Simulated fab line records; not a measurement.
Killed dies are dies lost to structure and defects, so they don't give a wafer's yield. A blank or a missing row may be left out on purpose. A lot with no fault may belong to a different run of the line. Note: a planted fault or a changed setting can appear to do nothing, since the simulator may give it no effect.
Struck lot and sound lot, side by side | flow sky130 | 20 steps out of a route of 708
Sound: wafers L505.1, L505.2, L505.3. The struck wafers were L496.1, L496.2, L496.5. The cause is given at the end.
Per side, at each step with rows, come the tool, then ch with its chambers, and then its first start. Under that, the readings that differ: sound wafers | struck wafers | difference of the means | sigmas: that difference in standard deviations of wafers without a fault.
alike: readings whose means differ by less than 2 such deviations, and words and numbers that are the same on both sides. not compared: withheld readings, readings that some wafer has no value for, bounds like >300 that may hide the same value, and numbers for which the record gives no deviation and whose values overlap.
Wherever a step has rows on one side only, a row that says differs or no value, or a row with sigmas, the two part there. Numbers that have no deviation but don't overlap get no sigmas and don't part them. Lack of a reading on every wafer of one side parts them only where that side has two or more wafers.

SKY_RES_XHIGH_STRIP_08: strips in O2/N2.
  sound on plasma_asher-02 ch 0,1, day 32 21:14; struck on plasma_asher-01 ch 0,1, day 29 15:09
  alike: drypump_motor_current_A, oes_product_au, strip_time_to_endpoint_s
  not compared: rf_hours_counter_h
SKY_RES_XHIGH_TW_MEAS_09:
  sound on film_metro-04, day 32 21:20; struck on film_metro-04, day 29 15:15
  alike: RES_XHIGH_TW
then, 7 steps without rows for these wafers: SKY_SD_N_DEHYDRATE_00 (time 60 s); SKY_SD_N_HMDS_01 (prime time 60 s); SKY_SD_N_COAT_02 (resist thk 1140 nm); SKY_SD_N_SOFTBAKE_03 (time 60 s); SKY_SD_N_EXPOSE_04 (exposes mask NSDM, target cd 380 nm); SKY_SD_N_PEB_05; SKY_SD_N_DEVELOP_06 (develop time 60 s).
SKY_SD_N_CD_MEAS_07: target cd 380 nm.
  sound on cd_sem-01, day 33 23:59; struck on cd_sem-02, day 30 19:35
  alike: cd_nm
SKY_SD_N_OVL_MEAS_08:
  sound on overlay-02, day 34 00:07; struck on overlay-01, day 30 19:42
  alike: SD_N_OVL
following that, these wafers have no rows for 1 step: SKY_SD_N_IMPLANT_09.
SKY_SD_N_IMPLANT_10:
  sound on implanter-03 ch 0, day 34 00:17; struck on implanter-01 ch 0, day 30 20:12
  alike: beam_on_s, end_station_pressure_torr
SKY_SD_N_STRIP_11: strips in O2/N2.
  sound on plasma_asher-02 ch 0,1, day 34 00:26; struck on plasma_asher-02 ch 0,1, day 30 20:21
  alike: drypump_motor_current_A, oes_product_au, strip_time_to_endpoint_s
  not compared: rf_hours_counter_h
SKY_SD_N_TW_MEAS_12:
  sound on film_metro-02, day 34 00:32; struck on film_metro-02, day 30 20:27
  alike: SD_N_TW
then, 1 step without rows for these wafers: SKY_SD_N_CLEAN_13 (cleans in SC1/SC2, time 150 s).
SKY_SD_N_RTA_14: time 2 s.
  sound on rtp_anneal-02 ch 0, day 34 00:39; struck on rtp_anneal-01 ch 0, day 30 20:34
  alike: lamp_power_pct, ramp_up_c_per_s, wafer_temp_C_max
SKY_SD_N_RS_MEAS_16: uses a four-point probe to measure.
  sound on film_metro-04, day 34 00:53; struck on film_metro-04, day 30 20:44
  reading          | sound             | struck            | difference | sigmas
  SD_N_RS (ohm/sq) | 68.52 68.35 68.45 | 65.86 65.93 65.85 | -2.56      | -23
SKY_SD_N_RS_MEAS_17: uses a four-point probe to measure.
  sound on film_metro-04, day 34 01:00; struck on film_metro-04, day 30 20:51
  alike: SD_P_RS
-- record jumps: 17 days separate the struck wafers' starts on either side; left off in module SD_N, taken up again in module PAD_OPEN, whose first shown step is the route's number 708 --
SKY_PAD_OPEN_PROBE_99:
  sound on prober-02, day 50 04:34; struck on prober-01, day 47 21:30
  reading                                 | sound             | struck            | difference | sigmas
  killed_at_M0_to_M3                      | 43 29 39          | 60 47 47          | +14        | +2
  model.etest.sonos_uncharged.r_on_ohm_um | 827.9 812 836.5   | 778.5 783.7 783.4 | -43.6      |
  model.etest.res_ndiff.rs_ohm_sq         | 120.8 120.7 121.7 | 117.7 117.7 117.7 | -3.4       |
  model.etest.res_ndiff_hv.rs_ohm_sq      | 115.5 116.3 115.4 | 111.8 112.2 112   | -3.7       |
  alike: killed_at_M4_up, killed_at_contacts, killed_at_front_end, killed_at_other, killed_dies, killed_open, killed_short

## WHERE THEY PART
Earliest at SKY_SD_N_RS_MEAS_16; latest, in this record, at SKY_PAD_OPEN_PROBE_99.

WHY: whatever the simulator had introduced
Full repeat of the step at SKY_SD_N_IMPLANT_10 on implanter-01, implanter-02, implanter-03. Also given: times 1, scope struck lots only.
